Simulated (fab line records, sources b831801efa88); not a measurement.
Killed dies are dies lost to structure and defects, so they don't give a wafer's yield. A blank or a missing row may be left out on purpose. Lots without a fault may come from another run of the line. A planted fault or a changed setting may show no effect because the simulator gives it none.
fab line records | flow sky130
record lots=10 wafers=30 last_day=50
route steps=708 shown METAL3@566 VIA3@585 CAP2M@603 PAD_OPEN@708
lots that met no fault: from a run of the same line without faults
start_h: hours from the record's first day to the start of the lot's first wafer shown | wait_h: hours since the lot's step before | " the same as in the row above | L1.1+2: a row that stands for several wafers | - no value, or no start given | * or withheld: withheld | < > ~ a bound
route shown NAME@n: a module of which the file shows steps, and the number in the route of the first | usual: mean/standard deviation of fault-free wafers | same: alike in all rows | chamber/n: place in a boat | sites: the reading at each site | _std_site: their standard deviation | _edge_site: outer sites' mean less inner sites' | radius_mm: how far each site lies from the wafer's centre | mask NAME#n: copy n | behind: the tool/chamber that last shaped the wafer | hold: why the lot was held/for how many hours/how that ended | device: the transistor (n, p or np) that didn't switch | end of line: the same wafers' tests at the end of the route | a step without rows: its recipe alone | killed: dies lost to structure and defects at the first sort, not the wafer's yield | map: a wafer's dies, x killed, . not, _ none there
set.NAME: the setting as run; set.NAME@STEP: as run at that earlier step | model.NAME: the simulator's own value behind a step, which no gauge read
steps of the route over a sample of lots; a table a step, a row a wafer
services: from which hour (start_h, from the record's first day; less than 0 if before it) a tool's chamber was out of use, for how many hours, and why
## steps
# step SKY_METAL3_ETCH_16
# recipe chemistry=N2/H2 target=BARC ion_energy_ev=200 bias_w=100 pressure_mtorr=30 n2_flow_sccm=100 h2_flow_sccm=200 icp_w=500 stop_on=SiO2 time_s=88.2 target_depth_a=600
# usual bias_w=100.03/0.27 drypump_motor_current_A=5.2/0.4 he_backside_leak_sccm=3.32/0.19 n2_flow_sccm=99.99/0.28 oes_product_au=0.626/0.005 throttle_valve_pct=13.204/0.0092
# columns lot.wafer tool chamber start_h wait_h bias_w drypump_motor_current_A he_backside_leak_sccm n2_flow_sccm oes_product_au rf_hours_counter_h throttle_valve_pct
L578.2 rie_metal-01 0 909.65 0.0 99.96 5.3 3.36 100.33 0.629 19 13.197
L578.3 " 0 " " 100.02 5.3 3.34 99.93 0.627 - 13.201
L578.6 " 0 " " 100.20 5.3 3.31 100.17 0.624 - 13.206
L580.4 rie_metal-04 0 958.96 0.0 100.04 5.9 3.43 99.77 0.628 - 13.218
L580.5 " 0 " " 99.74 5.9 3.27 99.95 0.629 - 13.202
L580.6 " 1 " " 100.34 5.3 3.32 99.89 0.626 - 13.211
L584.3 rie_metal-01 1 973.78 0.0 100.11 4.7 3.22 100.25 0.626 - 13.201
L584.4 " 0 " " 99.51 5.3 3.17 99.54 0.615 - 13.198
L584.5 " 1 " " 99.89 4.7 3.11 100.21 0.632 - 13.193
L586.3 rie_metal-04 0 978.19 0.0 100.02 5.9 3.02 100.07 0.631 - 13.222
L586.5 " 1 " " 100.40 5.3 3.46 100.46 0.627 - 13.202
L586.6 " 0 " " 99.90 5.9 3.12 99.96 0.631 - 13.212
L587.1 rie_metal-01 0 993.55 0.0 100.12 5.3 3.20 100.26 0.626 4 13.221
L587.5 " 0 " " 99.90 5.3 3.16 99.98 0.630 - 13.190
L587.6 " 1 " " 100.27 4.7 3.27 100.12 0.623 - 13.194
L591.1 rie_metal-03 0 1007.76 0.0 99.97 4.7 3.03 99.79 0.628 17 13.213
L591.5 " 0 " " 100.03 4.8 3.12 99.75 0.618 - 13.208
L591.6 " 1 " " 100.11 5.3 3.55 100.45 0.623 - 13.188
L592.1 rie_metal-03 0 1015.80 0.0 100.02 4.8 3.13 100.24 0.634 18 13.208
L592.2 " 1 " " 99.98 5.4 3.51 99.67 0.618 13 13.200
L592.6 " 0 " " 100.11 4.7 3.25 99.81 0.629 - 13.206
L595.1 rie_metal-01 0 1029.35 0.0 100.02 5.3 2.95 99.99 0.626 6 13.195
L595.3 " 1 " " 100.27 4.7 3.25 99.95 0.625 - 13.214
L595.4 " 0 " " 100.14 5.3 3.12 100.11 0.612 - 13.206
L597.1 rie_metal-04 0 1047.42 0.0 99.93 5.9 3.12 99.91 0.627 10 13.205
L597.3 " 0 " " 99.77 5.9 3.14 100.62 0.620 - 13.225
L597.6 " 0 " " 100.47 5.9 3.23 100.24 0.622 - 13.209
L599.1 rie_metal-03 1 1055.25 0.0 100.18 5.4 3.53 99.58 0.629 15 13.202
L599.2 " 0 " " 100.23 4.8 3.25 100.00 0.631 20 13.210
L599.3 " 0 " " 99.88 4.8 3.18 100.03 0.629 - 13.206
# step SKY_VIA3_CD_MEAS_12
# recipe target_cd_nm=200
# usual cd_nm=200.0/1.5
# columns lot.wafer tool chamber start_h wait_h cd_nm
L578.2 cd_sem-02 - 935.85 - 201.9
L578.3 " - " " 199.7
L578.6 " - " " 199.3
L580.4 cd_sem-01 - 984.73 - 203.7
L580.5 " - " " 203.5
L580.6 " - " " 204.1
L584.3 cd_sem-02 - 998.66 - 199.3
L584.4 " - " " 199.1
L584.5 " - " " 199.5
L586.3 cd_sem-02 - 1002.59 - 198.8
L586.5 " - " " 199.5
L586.6 " - " " 198.8
L587.1 cd_sem-02 - 1018.23 - 200.8
L587.5 " - " " 201.2
L587.6 " - " " 200.5
L591.1 cd_sem-02 - 1031.28 - 202.7
L591.5 " - " " 202.2
L591.6 " - " " 202.3
L592.1 cd_sem-01 - 1039.50 - 201.7
L592.2 " - " " 200.2
L592.6 " - " " 200.8
L595.1 cd_sem-02 - 1053.02 - 200.9
L595.3 " - " " 201.8
L595.4 " - " " 201.1
L597.1 cd_sem-01 - 1070.42 - 198.2
L597.3 " - " " 198.7
L597.6 " - " " 198.4
L599.1 cd_sem-02 - 1077.43 - 198.9
L599.2 " - " " 198.4
L599.3 " - " " 198.9
# step SKY_VIA3_CVD_21
# recipe material=W target_thk_nm=390 time_s=117.31 temp_c=400 pressure_torr=40
# usual chamber_pressure_Torr=39.98/0.08 heater_power_outer_w=520/50 heater_power_w=873/120
# columns lot.wafer tool chamber start_h wait_h chamber_pressure_Torr heater_power_outer_w heater_power_w since_wet_clean_h
L578.2 cvd_w-02 1 936.78 0.0 40.00 581 1011 19
L578.3 " 1 " " 40.13 594 1025 -
L578.6 " 1 " " 40.06 568 1046 -
L580.4 cvd_w-02 0 985.65 0.1 40.05 481 779 -
L580.5 " 0 " " 40.04 471 790 -
L580.6 " 1 " " 40.01 571 1036 -
L584.3 cvd_w-02 0 999.66 0.1 40.06 475 781 -
L584.4 " 1 " " 39.87 579 1008 -
L584.5 " 1 " " 40.00 579 1037 -
L586.3 cvd_w-02 0 1003.54 0.1 39.87 471 787 -
L586.5 " 0 " " 39.88 485 797 -
L586.6 " 1 " " 39.86 585 1046 -
L587.1 cvd_w-01 1 1019.14 0.0 39.99 465 764 615
L587.5 " 0 " " 40.01 516 841 -
L587.6 " 1 " " 39.89 475 741 -
L591.1 cvd_w-02 1 1032.19 0.0 - - - -
L591.5 " 1 " " - - - -
L591.6 " 0 " " - - - -
L592.1 cvd_w-01 1 1040.41 0.0 - - - -
L592.2 " 0 " " - - - -
L592.6 " 0 " " - - - -
L595.1 cvd_w-01 0 1053.93 0.0 39.90 524 858 650
L595.3 " 1 " " 39.96 468 750 -
L595.4 " 0 " " 39.94 524 854 -
L597.1 cvd_w-02 0 1071.35 0.0 40.03 487 793 153
L597.3 " 0 " " 39.94 488 767 -
L597.6 " 0 " " 40.00 493 776 -
L599.1 cvd_w-02 0 1078.35 0.0 39.95 487 782 160
L599.2 " 1 " " 39.94 599 1012 160
L599.3 " 1 " " 40.05 602 1024 -
# step SKY_VIA3_RS_MEAS_22
# recipe thk_meas_gauge=four-point-probe reads=W_of_VIA3_CVD_21+TiN_of_VIA3_SPUTTER_20
# usual VIA3_W_RS=0.294/0.0032
# columns lot.wafer tool chamber start_h wait_h VIA3_W_RS[ohm/sq]
L578.2 film_metro-04 - 936.92 0.1 0.295
L578.3 " - " " 0.296
L578.6 " - " " 0.294
L580.4 film_metro-02 - 985.80 0.1 0.290
L580.5 " - " " 0.289
L580.6 " - " " 0.294
L584.3 film_metro-01 - 999.78 0.1 0.291
L584.4 " - " " 0.295
L584.5 " - " " 0.298
L586.3 film_metro-04 - 1003.66 0.1 0.292
L586.5 " - " " 0.290
L586.6 " - " " 0.295
L587.1 film_metro-02 - 1019.26 0.1 0.293
L587.5 " - " " 0.295
L587.6 " - " " 0.292
L591.1 film_metro-02 - 1032.32 0.1 57.822
L591.5 " - " " 59.696
L591.6 " - " " 59.005
L592.1 film_metro-02 - 1040.53 0.1 58.267
L592.2 " - " " 59.039
L592.6 " - " " 58.663
L595.1 film_metro-02 - 1054.05 0.1 0.288
L595.3 " - " " 0.293
L595.4 " - " " 0.293
L597.1 film_metro-01 - 1071.47 0.1 0.296
L597.3 " - " " 0.291
L597.6 " - " " 0.293
L599.1 film_metro-02 - 1078.47 0.1 0.291
L599.2 " - " " 0.292
L599.3 " - " " 0.297
# step SKY_VIA3_THK_MEAS_23
# recipe thk_meas_gauge=xrf reads=W_of_VIA3_CVD_21
# usual VIA3_W_THK=394/5
# columns lot.wafer tool chamber start_h wait_h VIA3_W_THK[nm]
L578.2 film_metro-04 - 937.03 0.1 390
L578.3 " - " " 391
L578.6 " - " " 390
L580.4 film_metro-02 - 985.89 0.1 401
L580.5 " - " " 403
L580.6 " - " " 398
L584.3 film_metro-01 - 999.88 0.1 402
L584.4 " - " " 394
L584.5 " - " " 386
L586.3 film_metro-04 - 1003.76 0.1 398
L586.5 " - " " 399
L586.6 " - " " 393
L587.1 film_metro-02 - 1019.38 0.1 395
L587.5 " - " " 390
L587.6 " - " " 396
L591.1 film_metro-02 - 1032.44 0.1 -
L591.5 " - " " -
L591.6 " - " " -
L592.1 film_metro-02 - 1040.65 0.1 -
L592.2 " - " " -
L592.6 " - " " <0
L595.1 film_metro-02 - 1054.17 0.1 399
L595.3 " - " " 395
L595.4 " - " " 395
L597.1 film_metro-01 - 1071.59 0.1 389
L597.3 " - " " 396
L597.6 " - " " 391
L599.1 film_metro-02 - 1078.59 0.1 395
L599.2 " - " " 394
L599.3 " - " " 389
# step SKY_CAP2M_CVD_00
# recipe material=SiO2 target_thk_nm=15.5 temp_c=400 time_s=withheld rf_w=450
# usual heater_power_outer_w=446/96 heater_power_w=727/150
# columns lot.wafer tool chamber start_h wait_h heater_power_outer_w heater_power_w
L578.2 pecvd-02 0 937.53 0.0 296 527
L578.3 " 1 " " 458 730
L578.6 " 0 " " 291 530
L580.4 pecvd-02 0 986.38 0.0 313 582
L580.5 " 1 " " 379 634
L580.6 " 2 " " 462 739
L584.3 pecvd-01 0 1000.39 0.0 368 556
L584.4 " 2 " " 601 1057
L584.5 " 0 " " 368 561
L586.3 pecvd-04 0 1004.33 0.0 342 595
L586.5 " 0 " " 361 591
L586.6 " 1 " " 387 674
L587.1 pecvd-04 0 1019.90 0.0 387 643
L587.5 " 0 " " 396 631
L587.6 " 1 " " 455 769
L595.1 pecvd-04 0 1054.69 0.0 386 630
L595.3 " 2 " " 382 623
L595.4 " 1 " " 409 701
L597.1 pecvd-01 2 1072.10 0.0 581 1061
L597.3 " 0 " " 451 681
L597.6 " 2 " " 580 1017
L599.1 pecvd-02 0 1079.11 0.0 320 589
L599.2 " 2 " " 504 768
L599.3 " 1 " " 396 659
# step SKY_PAD_OPEN_PROBE_99
# usual defect_limited_yield=82.4/1.9 killed_at_M0_to_M3=44/7.2 killed_at_M4_up=3.2/1.8 killed_at_contacts=24/5.4 killed_at_front_end=15/4 killed_at_other=0.3/0.56 killed_dies=87/9.2 killed_on_rim=17/4 killed_open=47/7.3 killed_short=39/5.7 sort_bin_3_pad_short=0.9/0.45 sort_bin_5_function=10.6/1.5 sort_bin_6_memory=6.2/1.1 sort_n_pass=405/9.2 sort_yield_pct=82.4/1.9
# same gross_dies=492 killed_at_back_side=0 sort_bin_4_leakage[%]=0 sort_bin_8_speed[%]=0
# columns lot.wafer tool chamber start_h wait_h defect_limited_yield[%] killed_at_M0_to_M3 killed_at_M4_up killed_at_contacts killed_at_front_end killed_at_other killed_dies killed_on_rim killed_open killed_short sort_bin_3_pad_short[%] sort_bin_5_function[%] sort_bin_6_memory[%] sort_n_pass sort_yield_pct[%]
L580.4 prober-01 - 1122.06 0.2 78.7 64 4 25 12 0 105 21 54 50 2.0 12.0 7.3 387 78.7
L580.5 prober-01 - 1122.11 0.2 80.5 46 6 28 16 0 96 17 49 47 1.2 9.8 8.5 396 80.5
L580.6 prober-01 - 1122.16 0.2 79.7 57 5 20 18 0 100 19 55 45 1.0 13.8 5.5 392 79.7
L584.3 prober-02 - 1135.55 0.2 82.7 47 3 22 13 0 85 21 45 39 1.0 10.2 6.1 407 82.7
L584.4 prober-02 - 1135.60 0.2 84.1 44 6 18 9 1 78 10 43 35 1.4 8.7 5.7 414 84.1
L584.5 prober-02 - 1135.65 0.2 81.9 47 2 20 20 0 89 18 50 39 0 10.8 7.3 403 81.9
L586.3 prober-01 - 1138.35 0.2 83.5 42 4 23 12 0 81 16 41 40 1.6 9.3 5.5 411 83.5
L586.5 prober-01 - 1138.45 0.2 81.7 47 4 22 17 0 90 16 41 49 1.2 11.0 6.1 402 81.7
L586.6 prober-01 - 1138.50 0.2 84.1 49 3 15 11 0 78 13 37 41 0.8 9.3 5.7 414 84.1
L591.1 prober-01 - 1161.29 0.1 0 451 3 22 14 2 492 96 46 33 0.4 92.5 7.1 0 0
L591.5 prober-01 - 1161.49 0.2 0 440 4 27 21 0 492 96 44 48 0.6 93.5 5.9 0 0
L591.6 prober-01 - 1161.54 0.2 0 442 3 28 17 2 492 96 52 41 1.8 89.8 8.3 0 0
L592.1 prober-02 - 1167.89 0.1 0 449 4 22 16 1 492 96 41 36 1.4 91.5 7.1 0 0
L592.2 prober-02 - 1167.94 0.1 0 447 2 30 13 0 492 96 37 41 0.4 93.5 6.1 0 0
L592.6 prober-02 - 1168.14 0.2 0 443 10 30 9 0 492 96 56 38 0.2 93.7 6.1 0 0
L597.1 prober-01 - 1190.93 0.1 83.9 42 3 20 12 2 79 19 41 38 1.4 6.9 7.7 413 83.9
L597.3 prober-01 - 1191.03 0.2 83.9 37 3 29 10 0 79 19 48 31 1.0 9.6 5.5 413 83.9
L597.6 prober-01 - 1191.18 0.2 83.7 44 2 24 10 0 80 17 53 26 0.8 10.0 5.5 412 83.7
# killed by level:class
L580.4 METAL1:geometric_particle:short=11 CONTACT:geometric_particle:open=10 VIA2:geometric_particle:open=9 VIA1:geometric_particle:open=8 VIA3:geometric_particle:open=8 LI_CONTACT:geometric_particle:open=7 METAL1:geometric_particle:open=7 VIA3:geometric_particle:short=7
L580.5 CONTACT:geometric_particle:open=11 VIA1:geometric_particle:open=8 LI_CONTACT:geometric_particle:open=7 METAL2:geometric_particle:short=7 METAL1:geometric_particle:short=5 VIA2:geometric_particle:open=5 METAL4:geometric_particle:short=5 VIA1:geometric_particle:short=4
L580.6 VIA2:geometric_particle:open=11 METAL1:geometric_particle:short=9 VIA1:geometric_particle:open=8 VIA3:geometric_particle:open=8 FIELD_ISO:geometric_particle:short=7 LI_CONTACT:geometric_particle:open=6 CONTACT:geometric_particle:open=6 VIA1:geometric_particle:short=5
L584.3 CONTACT:geometric_particle:open=12 VIA1:geometric_particle:open=9 VIA3:geometric_particle:open=6 VIA1:geometric_particle:short=6 VIA3:geometric_particle:short=5 METAL1:geometric_particle:short=5 METAL2:geometric_particle:short=5 LI_CONTACT:geometric_particle:open=4
L584.4 VIA2:geometric_particle:open=10 VIA3:geometric_particle:open=10 LOCAL_INTERCONNECT:geometric_particle:short=7 CONTACT:geometric_particle:short=5 VIA1:geometric_particle:open=5 METAL4:geometric_particle:short=4 METAL2:geometric_particle:short=4 POLY_GATE:geometric_particle:short=3
L584.5 VIA1:geometric_particle:open=10 VIA3:geometric_particle:open=8 POLY_GATE:geometric_particle:short=7 VIA2:geometric_particle:open=7 CONTACT:geometric_particle:open=6 LI_CONTACT:geometric_particle:open=5 METAL1:geometric_particle:open=5 METAL2:geometric_particle:short=5
L586.3 VIA1:geometric_particle:open=14 METAL2:geometric_particle:short=9 LI_CONTACT:geometric_particle:open=8 FIELD_ISO:geometric_particle:short=7 CONTACT:geometric_particle:open=7 VIA2:geometric_particle:open=6 CONTACT:geometric_particle:short=5 METAL3:geometric_particle:short=3
L586.5 VIA1:geometric_particle:open=12 METAL2:geometric_particle:short=12 CONTACT:geometric_particle:open=9 FIELD_ISO:geometric_particle:short=7 LI_CONTACT:geometric_particle:open=6 VIA1:geometric_particle:short=5 VIA2:geometric_particle:short=5 VIA3:geometric_particle:short=5
L586.6 VIA1:geometric_particle:open=11 METAL1:geometric_particle:short=9 METAL2:geometric_particle:short=8 CONTACT:geometric_particle:open=7 VIA2:geometric_particle:open=6 FIELD_ISO:geometric_particle:short=4 VIA1:geometric_particle:short=4 VIA3:geometric_particle:open=4
L591.1 VIA3:area_cvd=411 VIA1:geometric_particle:open=13 CONTACT:geometric_particle:open=8 METAL2:geometric_particle:short=6 CONTACT:geometric_particle:short=5 VIA2:geometric_particle:open=5 POLY_GATE:geometric_particle:open=4 LI_CONTACT:geometric_particle:open=4
L591.5 VIA3:area_cvd=400 VIA1:geometric_particle:open=11 CONTACT:geometric_particle:open=9 POLY_GATE:geometric_particle:short=8 LI_CONTACT:geometric_particle:open=6 METAL1:geometric_particle:short=6 FIELD_ISO:geometric_particle:short=5 FIELD_ISO:geometric_particle:open=5
L591.6 VIA3:area_cvd=397 VIA1:geometric_particle:open=13 CONTACT:geometric_particle:open=9 CONTACT:geometric_particle:short=7 VIA3:geometric_particle:open=7 LOCAL_INTERCONNECT:geometric_particle:short=6 VIA2:geometric_particle:open=6 LI_CONTACT:geometric_particle:open=5
L592.1 VIA3:area_cvd=413 VIA1:geometric_particle:open=14 LI_CONTACT:geometric_particle:open=6 VIA3:geometric_particle:short=6 CONTACT:geometric_particle:short=5 CONTACT:geometric_particle:open=5 FIELD_ISO:geometric_particle:open=4 FIELD_ISO:geometric_particle:short=4
L592.2 VIA3:area_cvd=414 CONTACT:geometric_particle:open=8 VIA1:geometric_particle:open=8 CONTACT:geometric_particle:short=8 METAL1:geometric_particle:short=7 LI_CONTACT:geometric_particle:open=6 VIA2:geometric_particle:open=5 LI_CONTACT:geometric_particle:short=4
L592.6 VIA3:area_cvd=398 CONTACT:geometric_particle:open=14 VIA1:geometric_particle:open=12 LI_CONTACT:geometric_particle:open=10 VIA1:geometric_particle:short=8 FIELD_ISO:geometric_particle:short=6 METAL4:geometric_particle:short=5 VIA2:geometric_particle:open=4
L597.1 VIA1:geometric_particle:open=10 CONTACT:geometric_particle:open=8 METAL1:geometric_particle:short=6 LOCAL_INTERCONNECT:geometric_particle:short=5 VIA3:geometric_particle:open=5 METAL2:geometric_particle:open=5 POLY_GATE:geometric_particle:open=4 SPACER:geometric_particle:short=4
L597.3 VIA1:geometric_particle:open=10 CONTACT:geometric_particle:open=9 LI_CONTACT:geometric_particle:open=8 VIA2:geometric_particle:open=7 CONTACT:geometric_particle:short=6 METAL2:geometric_particle:short=4 VIA3:geometric_particle:open=4 POLY_GATE:geometric_particle:open=3
L597.6 VIA1:geometric_particle:open=12 CONTACT:geometric_particle:open=12 VIA2:geometric_particle:open=9 METAL2:geometric_particle:short=8 LI_CONTACT:geometric_particle:open=7 VIA3:geometric_particle:open=4 FIELD_ISO:geometric_particle:open=3 CONTACT:geometric_particle:short=3
## services
# columns tool chamber start_h hours kind
pecvd-04 - 894.14 1.2 repair
cvd_w-02 - 904.00 14.0 pm
cvd_w-02 0 904.00 14.0 vent_cycle
cvd_w-02 1 904.00 14.0 vent_cycle
pecvd-01 - 910.37 1.6 repair
cvd_w-02 0 918.00 - clean
cvd_w-02 1 918.00 - clean
pecvd-01 - 919.97 0.6 repair
cvd_w-01 0 923.48 4.7 repair
rie_metal-01 0 923.56 - clean
rie_metal-01 0 923.56 19.6 scheduled_down
pecvd-01 - 925.38 0.7 repair
rie_metal-03 - 927.07 0.5 repair
pecvd-02 0 929.10 3.9 repair
pecvd-04 - 938.18 0.3 repair
cvd_w-01 1 956.15 1.9 repair
rie_metal-04 1 986.03 9.3 repair
pecvd-04 - 993.83 1.6 repair
cvd_w-01 - 999.65 6.0 pm
pecvd-01 - 1009.52 5.5 pm
pecvd-01 - 1028.81 14.6 pm
pecvd-01 2 1046.32 17.2 repair
pecvd-01 - 1054.62 0.6 repair
pecvd-01 - 1064.79 1.9 repair
## key
first_sign step=SKY_VIA3_CVD_21 reading=tool_record direction=missing
effect step=SKY_VIA3_RS_MEAS_22 reading=VIA3_W_RS direction=up sigmas=99+ usual=0.294 struck=58.749
effect step=SKY_VIA3_THK_MEAS_23 reading=VIA3_W_THK direction=missing
effect step=SKY_PAD_OPEN_PROBE_99 reading=sort_bin_5_function direction=up sigmas=56 usual=10.6 struck=92.4
more_kills_born_at SKY_VIA3_CVD_21@cvd_w-01=1223 SKY_VIA3_CVD_21@cvd_w-02=1204
met_at SKY_VIA3_CVD_21
struck_lots L591,L592
later_rows_left_out L591.1,L591.5,L591.6,L592.1,L592.2,L592.6
not_acting_at SKY_METAL3_ETCH_16,SKY_VIA3_CD_MEAS_12,SKY_CAP2M_CVD_00
onset_between 1019.14 1032.19
fault kind=skipped_step_whole tool=cvd_w-01,cvd_w-02 chamber=- onset_h=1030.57 steps=SKY_VIA3_CVD_21 scope=struck_lots_only
# later_rows_left_out: the simulator's readings of these wafers behind a module that went badly wrong aren't trusted and aren't shown, but for the sort
